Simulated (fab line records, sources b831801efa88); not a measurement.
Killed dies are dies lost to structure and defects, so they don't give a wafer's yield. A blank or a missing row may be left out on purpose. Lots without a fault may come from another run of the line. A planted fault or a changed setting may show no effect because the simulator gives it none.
Which tool did it? | flow gf180mcu | 14 lots, 42 wafers sampled, at 4 steps of a route of 602

WHAT THE GAUGES READ, wafer by wafer
GF_STI_CD_MEAS_12: target cd 220 nm. Usual: cd_nm 220.2 nm, standard deviation 1.2.
lot  | measured    | on        | cd_nm (nm)        | flag
L710 | day 2 01:53 | cd_sem-01 | 218.7 219.1 220.4 |
L712 | day 2 13:14 | cd_sem-02 | 221.8 221.7 221.7 |
L713 | day 2 16:52 | cd_sem-01 | 220.7 220.4 220.6 |
L714 | day 2 21:16 | cd_sem-02 | 220.7 220.6 220.2 |
L715 | day 3 03:51 | cd_sem-01 | 220.2 220.9 220.4 |
L716 | day 3 08:34 | cd_sem-02 | 222.2 222.3 222.9 |
L717 | day 3 12:42 | cd_sem-02 | 218.9 220.0 218.0 |
L724 | day 5 02:35 | cd_sem-02 | 219.3 221.5 221.1 |
L726 | day 5 11:59 | cd_sem-02 | 220.1 219.9 220.7 |
L727 | day 5 17:02 | cd_sem-02 | 219.1 219.0 218.8 |
L728 | day 5 22:05 | cd_sem-02 | 219.2 219.9 220.9 |
L730 | day 6 10:03 | cd_sem-02 | 220.1 220.0 219.6 |
L731 | day 6 14:35 | cd_sem-01 | 220.6 218.5 218.3 |
L732 | day 6 18:19 | cd_sem-02 | 220.1 219.2 219.9 |

GF_DNWELL_TW_MEAS_09. Usual: DNWELL_TW 1351, standard deviation 7.9.
lot  | measured    | on            | DNWELL_TW      | flag
L710 | day 2 19:04 | film_metro-03 | 1345 1351 1341 |
L712 | day 3 06:19 | film_metro-04 | 1351 1347 1348 |
L713 | day 3 11:03 | film_metro-01 | 1360 1358 1365 |
L714 | day 3 14:31 | film_metro-04 | 1350 1355 1352 |
L715 | day 3 22:04 | film_metro-03 | 1333 1338 1336 |
L716 | day 4 03:09 | film_metro-03 | 1348 1344 1347 |
L717 | day 4 07:22 | film_metro-03 | 1345 1343 1341 |
L724 | day 5 21:06 | film_metro-03 | 1344 1346 1343 |
L726 | day 6 11:15 | film_metro-01 | 1359 1358 1359 |
L727 | day 6 14:17 | film_metro-04 | 1355 1360 1356 |
L728 | day 6 17:33 | film_metro-04 | 1363 1363 1363 |
L730 | day 7 07:18 | film_metro-04 | 1352 1356 1347 |
L731 | day 7 10:36 | film_metro-01 | 1351 1346 1367 |
L732 | day 7 15:57 | film_metro-01 | 1351 1344 1349 |

GF_VT_IMPLANT_OVL_MEAS_29. Usual: VT_IMPLANT_02_OVL 0.2 nm, standard deviation 1.2.
lot  | measured     | on         | VT_IMPLANT_02_OVL (nm) | flag
L710 | day 6 20:34  | overlay-01 | 1.0 0.7 -0.1           |
L712 | day 7 09:22  | overlay-01 | 0.6 2.5 1.1            |
L713 | day 7 16:01  | overlay-01 | 3.3 -0.3 1.2           |
L714 | day 7 22:46  | overlay-02 | -1.1 -0.7 0.0          |
L715 | day 8 05:28  | overlay-01 | 0.2 1.0 -1.1           |
L716 | day 8 13:52  | overlay-01 | 1.2 0.2 1.4            |
L717 | day 8 16:48  | overlay-01 | -0.8 0.0 0.0           |
L724 | day 10 14:46 | overlay-01 | 1.8 0.3 -1.8           |
L726 | day 11 08:48 | overlay-02 | -0.3 -1.7 -2.3         |
L727 | day 11 12:12 | overlay-01 | 2.2 0.3 -0.5           |
L728 | day 11 17:18 | overlay-01 | -0.1 0.7 -0.8          |
L730 | day 12 11:18 | overlay-02 | -1.7 0.1 0.6           |
L731 | day 12 12:34 | overlay-02 | 0.0 0.4 1.1            |
L732 | day 12 20:46 | overlay-01 | 1.8 1.1 2.2            |

WHICH TOOL RAN EACH LOT (tool, then ch and the chambers of the sampled wafers, then the start)
lot  | GF_MVSD_STRIP_10
L710 | plasma_asher-04 ch 0,1, day 4 10:58
L712 | plasma_asher-04 ch 0, day 4 22:59
L713 | plasma_asher-04 ch 0,1, day 5 03:32
L714 | plasma_asher-04 ch 0,1, day 5 08:47
L715 | plasma_asher-01 ch 0,1, day 5 17:02
L716 | plasma_asher-04 ch 0,1, day 5 22:42
L717 | plasma_asher-02 ch 0,1, day 6 01:53
L724 | plasma_asher-01 ch 0,1, day 7 19:22
L726 | plasma_asher-02 ch 0,1, day 8 10:54
L727 | plasma_asher-04 ch 0, day 8 13:59
L728 | plasma_asher-01 ch 0,1, day 8 18:11
L730 | plasma_asher-04 ch 0,1, day 9 08:41
L731 | plasma_asher-01 ch 1, day 9 12:06
L732 | plasma_asher-01 ch 0,1, day 9 18:26
- GF_MVSD_STRIP_10: strips in O2/N2.

WHAT THE TOOLS THEMSELVES READ (means of the sampled wafers that have a number; where no wafer has one, the mark that the record gives instead)
GF_MVSD_STRIP_10. Usual: drypump_motor_current_A 5.9 A, standard deviation 0.37; heater_power_w 347 W, standard deviation 26; n2_flow_sccm 299.8 sccm, standard deviation 0.96; o2_flow_sccm 2999 sccm, standard deviation 7.9; oes_product_au 0.723 a.u., standard deviation 0.0041; strip_time_to_endpoint_s 36.97 s, standard deviation 0.12.
lot  | tool            | drypump_motor_current_A (A) | heater_power_w (W) | n2_flow_sccm (sccm) | o2_flow_sccm (sccm) | oes_product_au (a.u.) | strip_time_to_endpoint_s (s) | flag
L710 | plasma_asher-04 | 5.9                         | 376                | 299.6               | 3000                | 0.719                 | 37.04                        |
L712 | plasma_asher-04 | 6.0                         | 394                | 300.5               | 3008                | 0.721                 | 37.11                        |
L713 | plasma_asher-04 | 5.8                         | 364                | 300.0               | 2988                | 0.725                 | 37.01                        |
L714 | plasma_asher-04 | 5.9                         | 373                | 300.4               | 3393                | 0.722                 | 36.74                        | OFF
L715 | plasma_asher-01 | 6.2                         | 327                | 299.9               | 3003                | 0.720                 | 37.07                        |
L716 | plasma_asher-04 | 5.8                         | 341                | 299.4               | 3201                | 0.723                 | 36.87                        | OFF
L717 | plasma_asher-02 | 5.9                         | 351                | 300.0               | 3004                | 0.722                 | 36.93                        |
L724 | plasma_asher-01 | 6.2                         | 321                | 299.5               | 3002                | 0.722                 | 36.76                        |
L726 | plasma_asher-02 | 5.8                         | 355                | 299.4               | 3002                | 0.725                 | 36.84                        |
L727 | plasma_asher-04 | 6.0                         | 364                | 299.7               | 3000                | 0.720                 | 37.19                        |
L728 | plasma_asher-01 | 5.8                         | 344                | 300.5               | 3000                | 0.719                 | 36.80                        |
L730 | plasma_asher-04 | 5.9                         | 346                | 299.9               | 2997                | 0.720                 | 36.84                        |
L731 | plasma_asher-01 | 6.6                         | 311                | 300.4               | 2990                | 0.725                 | 36.87                        |
L732 | plasma_asher-01 | 5.9                         | 343                | 300.0               | 3001                | 0.725                 | 37.08                        |

THE ANSWER, worked out from the rows above alone
Rule: a lot is off if the mean of its wafers that have a number lies more than 3 standard deviations from the usual mean. A lot without any number at a reading at which 4 lots or more have one is off too. The other lots that the step has rows for count as sound. The gauges are gone through in route order, then the tools' own readings, and for those a lot's mean is taken as printed above. The first step at which some lot is off is used, and at that step the reading that is off furthest; a lot without a number counts as furthest.
Off: L714, L716, at GF_MVSD_STRIP_10 (o2_flow_sccm).
A tool fits if, at that step or a process step before it, it ran every lot that is off, and no sound lot after the first of them. None of those tried fits.

WHAT THE SIMULATOR HAD PUT IN
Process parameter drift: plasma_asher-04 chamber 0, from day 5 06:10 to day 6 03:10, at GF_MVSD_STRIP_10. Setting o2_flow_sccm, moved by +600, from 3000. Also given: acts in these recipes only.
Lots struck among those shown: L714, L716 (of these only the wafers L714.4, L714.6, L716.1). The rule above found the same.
